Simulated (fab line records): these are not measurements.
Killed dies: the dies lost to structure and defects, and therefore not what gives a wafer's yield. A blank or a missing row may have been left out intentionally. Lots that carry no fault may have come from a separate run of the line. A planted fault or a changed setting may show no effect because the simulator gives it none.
fab line records	flow sky130
record: lots: 12	wafers: 36	lastDay: 50
route steps=708 shown NWELL@63 VT_ADJUST_HVTP@92 VT_ADJUST_LVTN@99
lots that met no fault: taken from a fault-free run of the same line
startH: hours from the record's first day to the start of the lot's first wafer shown	waitH: time in hours since the lot's previous step	" same as the row above	L1.1+2: a row that stands for several wafers	- no value present, or no start provided	* or withheld: withheld	< > ~ a bound
route shown NAME@n: NAME is a module with steps in the file, n the number in the route of the first one	usual: mean and standard deviation over wafers with no fault	same: alike in all rows	chamber/n: place in a boat	sites: readings site by site	_std_site: the standard deviation of these	_edge_site: the outer-site mean with the inner-site mean subtracted	radiusMm: for every site, how far away it sits from the centre of the wafer	mask NAME#n: copy n	behind: the tool/chamber that last shaped the wafer	hold: why the lot went on hold/how many hours it stayed there/how the hold came to an end	device: the transistor (n, p or np) that didn't switch	end of line: the tests these same wafers got at the end of their route	step lacking rows: just its recipe	killed: dies lost to structure and defects at the first sort, not the wafer's yield	map: the dies of a wafer, with x for killed, . for not killed, _ for no die there
set.NAME: the setting that was run; set.NAME@STEP: the one run at that earlier step	model.NAME: the simulator's own value behind a step, which no gauge read
a sample of lots followed through the steps of the route, with each step as a table and each wafer as a row
services: the hour from which a tool's chamber was out of use, counted from the record's first day as startH (under 0 if before that day), plus the number of hours and why
== steps ==
step: SKY_NWELL_OVL_MEAS_10
usual: NWELL_00_OVL: -0.3/1.5
lot.wafer	tool	chamber	startH	waitH	NWELL_00_OVL[nm]
L364.1	overlay-02	-	84.79	-	-0.5
L364.4	"	-	"	"	-1.6
L364.5	"	-	"	"	0.4
L365.2	overlay-02	-	90.49	-	0.1
L365.3	"	-	"	"	-0.3
L365.4	"	-	"	"	-0.8
L366.1	overlay-01	-	96.82	-	0.6
L366.2	"	-	"	"	-1.1
L366.6	"	-	"	"	-2.9
L368.1	overlay-02	-	108.89	-	-0.6
L368.2	"	-	"	"	-1.4
L368.5	"	-	"	"	-1.2
L369.1	overlay-02	-	115.31	-	-3.2
L369.3	"	-	"	"	-2.6
L369.6	"	-	"	"	-1.8
L370.1	overlay-02	-	121.32	-	1.5
L370.4	"	-	"	"	0.1
L370.6	"	-	"	"	2.4
L375.1	overlay-02	-	148.63	-	-1.2
L375.4	"	-	"	"	-2.5
L375.5	"	-	"	"	-2.7
L376.1	overlay-01	-	152.11	-	-0.4
L376.2	"	-	"	"	-0.7
L376.5	"	-	"	"	0.3
L383.1	overlay-02	-	194.91	-	-0.2
L383.2	"	-	"	"	-2.0
L383.6	"	-	"	"	-0.4
L384.1	overlay-02	-	202.58	-	-0.5
L384.3	"	-	"	"	0.4
L384.5	"	-	"	"	-0.2
L385.2	overlay-02	-	215.16	-	-0.4
L385.5	"	-	"	"	1.4
L385.6	"	-	"	"	-0.3
L386.2	overlay-02	-	222.68	-	0.5
L386.3	"	-	"	"	-1.9
L386.6	"	-	"	"	0.4
step: SKY_NWELL_STRIP_14
recipe: chemistry: O2/N2	powerW: 1400	pressureMtorr: 1500	platenTempC: withheld	o2FlowSccm: 3000	n2FlowSccm: 300	overashFraction: 0.5
usual: chamberPressureMTorr: 1500.2/1.3	drypumpMotorCurrentA: 6.1/0.53	oesProductAu: 0.723/0.0041	stripTimeToEndpointS: 36.91/0.093
lot.wafer	tool	chamber	startH	waitH	chamberPressureMTorr	drypumpMotorCurrentA	oesProductAu	rfHoursCounterH	stripTimeToEndpointS
L364.1	plasmaAsher-01	0	85.27	0.1	1501.4	6.4	0.723	27	36.97
L364.4	"	1	"	"	1502.8	6.6	0.725	-	36.99
L364.5	"	1	"	"	1503.0	6.6	0.728	-	36.86
L365.2	plasmaAsher-03	0	90.97	0.1	1498.7	5.6	0.723	39	37.01
L365.3	"	1	"	"	1500.1	5.8	0.727	-	36.93
L365.4	"	0	"	"	1499.2	5.6	0.726	-	36.91
L366.1	plasmaAsher-04	0	97.31	0.1	1501.3	5.6	0.729	41	36.84
L366.2	"	1	"	"	1498.4	5.2	0.720	41	36.91
L366.6	"	0	"	"	1499.5	5.5	0.725	-	36.77
L368.1	plasmaAsher-01	1	109.37	0.1	1497.9	6.6	0.719	30	36.88
L368.2	"	0	"	"	1501.1	6.5	0.726	30	36.96
L368.5	"	1	"	"	1498.0	6.6	0.718	-	36.98
L369.1	plasmaAsher-03	1	115.79	0.1	1500.1	5.7	0.715	41	36.84
L369.3	"	0	"	"	1499.1	5.6	0.723	-	36.95
L369.6	"	0	"	"	1501.0	5.6	0.727	-	36.85
L370.1	plasmaAsher-01	0	121.81	0.1	1502.4	6.5	0.725	31	36.97
L370.4	"	0	"	"	1500.0	6.5	0.724	-	36.99
L370.6	"	1	"	"	1500.2	6.6	0.724	-	37.00
L375.1	plasmaAsher-01	0	149.12	0.1	1499.7	6.5	0.724	33	36.84
L375.4	"	0	"	"	1499.7	6.5	0.722	-	36.92
L375.5	"	0	"	"	1498.7	6.5	0.724	-	37.00
L376.1	plasmaAsher-03	0	152.59	0.1	1499.3	5.6	0.721	45	36.67
L376.2	"	1	"	"	1499.4	5.7	0.725	45	36.72
L376.5	"	1	"	"	1501.0	5.7	0.721	-	36.68
L383.1	plasmaAsher-01	1	195.39	0.1	1503.1	6.6	0.720	37	36.92
L383.2	"	0	"	"	1499.5	6.5	0.721	37	37.13
L383.6	"	0	"	"	1499.9	6.5	0.716	-	37.02
L384.1	plasmaAsher-01	1	203.07	0.1	1501.0	6.6	0.722	38	36.84
L384.3	"	0	"	"	1498.8	6.5	0.723	-	36.91
L384.5	"	0	"	"	1499.4	6.5	0.726	-	36.93
L385.2	plasmaAsher-04	0	215.64	0.1	1501.8	5.6	0.731	10	36.87
L385.5	"	1	"	"	1499.6	5.2	0.727	-	36.87
L385.6	"	0	"	"	1498.5	5.6	0.723	-	36.99
L386.2	plasmaAsher-04	1	223.16	0.1	1500.3	5.2	0.726	11	36.88
L386.3	"	0	"	"	1502.3	5.6	0.734	-	36.88
L386.6	"	0	"	"	1500.0	5.6	0.725	-	36.92
step: SKY_VT_ADJUST_HVTP_CD_MEAS_07
recipe: targetCdNm: 380
usual: cdNm: 381/3.1
lot.wafer	tool	chamber	startH	waitH	cdNm
L364.1	cdSem-01	-	121.01	0.1	379
L364.4	"	-	"	"	378
L364.5	"	-	"	"	379
L365.2	cdSem-01	-	127.29	0.1	383
L365.3	"	-	"	"	384
L365.4	"	-	"	"	385
L366.1	cdSem-02	-	135.32	0.1	381
L366.2	"	-	"	"	383
L366.6	"	-	"	"	383
L368.1	cdSem-01	-	147.47	0.1	381
L368.2	"	-	"	"	380
L368.5	"	-	"	"	382
L369.1	cdSem-01	-	153.97	0.1	379
L369.3	"	-	"	"	381
L369.6	"	-	"	"	381
L370.1	cdSem-02	-	160.41	0.1	380
L370.4	"	-	"	"	382
L370.6	"	-	"	"	383
L375.1	cdSem-02	-	190.91	0.1	382
L375.4	"	-	"	"	380
L375.5	"	-	"	"	378
L376.1	cdSem-02	-	194.12	0.1	386
L376.2	"	-	"	"	386
L376.5	"	-	"	"	384
L383.1	cdSem-02	-	240.16	0.1	373
L383.2	"	-	"	"	372
L383.6	"	-	"	"	372
L384.1	cdSem-02	-	249.02	0.1	380
L384.3	"	-	"	"	376
L384.5	"	-	"	"	377
L385.2	cdSem-02	-	263.74	0.1	378
L385.5	"	-	"	"	378
L385.6	"	-	"	"	379
L386.2	cdSem-01	-	272.89	0.1	384
L386.3	"	-	"	"	385
L386.6	"	-	"	"	384
step: SKY_VT_ADJUST_LVTN_COAT_02
recipe: spinRpm: 2000	resistThkNm: 3000
usual: spinSpeedRpm: 2000.1/1.4
lot.wafer	tool	chamber	startH	waitH	spinSpeedRpm
L364.1	lithoTrack-01	0	129.92	0.1	1999.1
L364.4	"	0	"	"	2000.7
L364.5	"	0	"	"	2001.1
L365.2	lithoTrack-03	0	137.26	0.1	1995.8
L365.3	"	0	"	"	2000.9
L365.4	"	0	"	"	1997.4
L366.1	lithoTrack-01	0	145.12	0.1	2000.1
L366.2	"	0	"	"	1998.9
L366.6	"	0	"	"	2000.2
L368.1	lithoTrack-03	0	156.98	0.1	2003.4
L368.2	"	0	"	"	1999.7
L368.5	"	0	"	"	1998.5
L369.1	lithoTrack-02	0	163.22	0.1	2002.2
L369.3	"	0	"	"	1999.6
L369.6	"	0	"	"	1999.5
L370.1	lithoTrack-03	0	170.33	0.1	1998.6
L370.4	"	0	"	"	2000.5
L370.6	"	0	"	"	1999.4
L375.1	lithoTrack-02	0	202.22	0.1	2001.4
L375.4	"	0	"	"	1999.4
L375.5	"	0	"	"	2002.4
L376.1	lithoTrack-01	0	205.12	0.1	2000.4
L376.2	"	0	"	"	2000.1
L376.5	"	0	"	"	1999.7
L383.1	lithoTrack-01	0	252.37	0.1	2001.8
L383.2	"	0	"	"	1999.4
L383.6	"	0	"	"	1998.2
L384.1	lithoTrack-01	0	260.97	0.1	1856.8
L384.3	"	0	"	"	1855.9
L384.5	"	0	"	"	1853.6
L385.2	lithoTrack-01	0	276.80	0.1	1857.0
L385.5	"	0	"	"	1857.0
L385.6	"	0	"	"	1856.1
L386.2	lithoTrack-02	0	285.74	0.1	2000.8
L386.3	"	0	"	"	1998.8
L386.6	"	0	"	"	1999.4
step: SKY_VT_ADJUST_LVTN_STRIP_09
recipe: chemistry: O2/N2	powerW: 1400	pressureMtorr: 1500	platenTempC: withheld	o2FlowSccm: 3000	n2FlowSccm: 300	overashFraction: 0.5
usual: chamberPressureMTorr: 1500.0/1.3	drypumpMotorCurrentA: 5.7/0.5	oesProductAu: 0.722/0.0048	stripTimeToEndpointS: 36.91/0.1
lot.wafer	tool	chamber	startH	waitH	chamberPressureMTorr	drypumpMotorCurrentA	oesProductAu	rfHoursCounterH	stripTimeToEndpointS
L364.1	plasmaAsher-02	1	140.61	0.1	1500.9	5.7	0.721	47	36.82
L364.4	"	1	"	"	1501.8	5.7	0.718	-	36.77
L364.5	"	0	"	"	1500.6	5.3	0.722	-	36.76
L365.2	plasmaAsher-01	0	147.22	0.1	1501.8	6.4	0.717	32	36.86
L365.3	"	0	"	"	1500.2	6.5	0.719	-	36.78
L365.4	"	1	"	"	1499.6	6.6	0.730	-	36.75
L366.1	plasmaAsher-04	1	155.07	0.1	1502.1	5.2	0.724	4	36.67
L366.2	"	0	"	"	1498.7	5.5	0.731	4	36.68
L366.6	"	0	"	"	1500.6	5.5	0.717	-	36.74
L368.1	plasmaAsher-04	1	166.91	0.1	1497.3	5.2	0.725	5	36.88
L368.2	"	0	"	"	1498.9	5.6	0.710	5	36.88
L368.5	"	0	"	"	1498.8	5.6	0.720	-	36.89
L369.1	plasmaAsher-04	0	173.81	0.1	1498.7	5.6	0.725	6	37.01
L369.3	"	1	"	"	1497.3	5.2	0.722	-	36.81
L369.6	"	1	"	"	1497.9	5.2	0.719	-	36.93
L370.1	plasmaAsher-04	0	181.57	0.1	1499.9	5.5	0.726	7	37.06
L370.4	"	1	"	"	1499.3	5.2	0.722	-	36.98
L370.6	"	0	"	"	1499.7	5.5	0.722	-	37.06
L375.1	plasmaAsher-04	1	213.06	0.1	1500.0	5.2	0.723	10	36.93
L375.4	"	1	"	"	1500.1	5.2	0.724	-	36.99
L375.5	"	1	"	"	1501.5	5.2	0.724	-	36.96
L376.1	plasmaAsher-02	1	215.76	0.1	1497.5	5.7	0.721	55	36.85
L376.2	"	0	"	"	1498.5	5.3	0.725	55	36.84
L376.5	"	1	"	"	1500.2	5.7	0.730	-	36.84
L383.1	plasmaAsher-01	1	264.61	0.1	1501.1	6.6	0.721	44	36.75
L383.2	"	0	"	"	1498.9	6.5	0.723	44	36.89
L383.6	"	1	"	"	1500.6	6.6	0.720	-	36.83
L384.1	plasmaAsher-01	1	273.96	0.1	1499.4	6.5	0.725	45	38.29
L384.3	"	1	"	"	1499.4	6.5	0.712	-	38.26
L384.5	"	1	"	"	1502.4	6.6	0.722	-	38.29
L385.2	plasmaAsher-01	0	289.76	0.1	1501.5	6.5	0.728	47	38.33
L385.5	"	1	"	"	1499.1	6.6	0.719	-	38.34
L385.6	"	0	"	"	1499.1	6.5	0.720	-	38.42
L386.2	plasmaAsher-02	1	299.61	0.1	1501.3	5.7	0.713	62	36.84
L386.3	"	0	"	"	1501.9	5.4	0.713	-	36.85
L386.6	"	0	"	"	1499.6	5.3	0.724	-	37.02
== services ==
tool	chamber	startH	hours	kind
plasmaAsher-03	-	61.52	14.6	pm
plasmaAsher-03	-	106.84	2.8	pm
plasmaAsher-04	-	108.75	9.0	pm
plasmaAsher-04	0	108.75	9.0	ventCycle
plasmaAsher-04	1	108.75	9.0	ventCycle
plasmaAsher-03	-	111.70	3.8	repair
plasmaAsher-04	0	117.75	-	clean
plasmaAsher-04	1	117.75	-	clean
plasmaAsher-01	-	132.14	14.6	pm
plasmaAsher-02	-	179.01	2.8	pm
plasmaAsher-01	-	190.71	1.3	repair
plasmaAsher-02	-	231.53	0.8	repair
lithoTrack-01	-	263.11	-	consumableReplace:filter
plasmaAsher-04	-	264.16	5.2	repair
== key ==
firstSign: step: SKY_VT_ADJUST_LVTN_COAT_02	reading: spinSpeedRpm	direction: down	sigmas: 99+	usual: 2000.1	struck: 1856.0
effect: step: SKY_VT_ADJUST_LVTN_STRIP_09	reading: stripTimeToEndpointS	direction: up	sigmas: 14	usual: *	struck: *
metAt SKY_VT_ADJUST_LVTN_COAT_02
struckLots L384,L385
testerLeftOut L384,L385
notActingAt SKY_NWELL_OVL_MEAS_10,SKY_NWELL_STRIP_14,SKY_VT_ADJUST_HVTP_CD_MEAS_07
onsetBetween 252.37 260.97
fault: kind: processParameterDrift	tool: lithoTrack-01	chamber: -	onsetH: 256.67	steps: SKY_VT_ADJUST_LVTN_COAT_02	channel: spinRpm	offset: -144.39	shape: step	endH: 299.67	actsIn: theseRecipesOnly	stated: 2000
testerLeftOut: of these lots the tester's yield and bins aren't shown, on N5 and GAA mostly nor the transistor test; their killed dies are dies lost to structure and defects alone, not to doping, threshold or leakage, so they don't give the yield
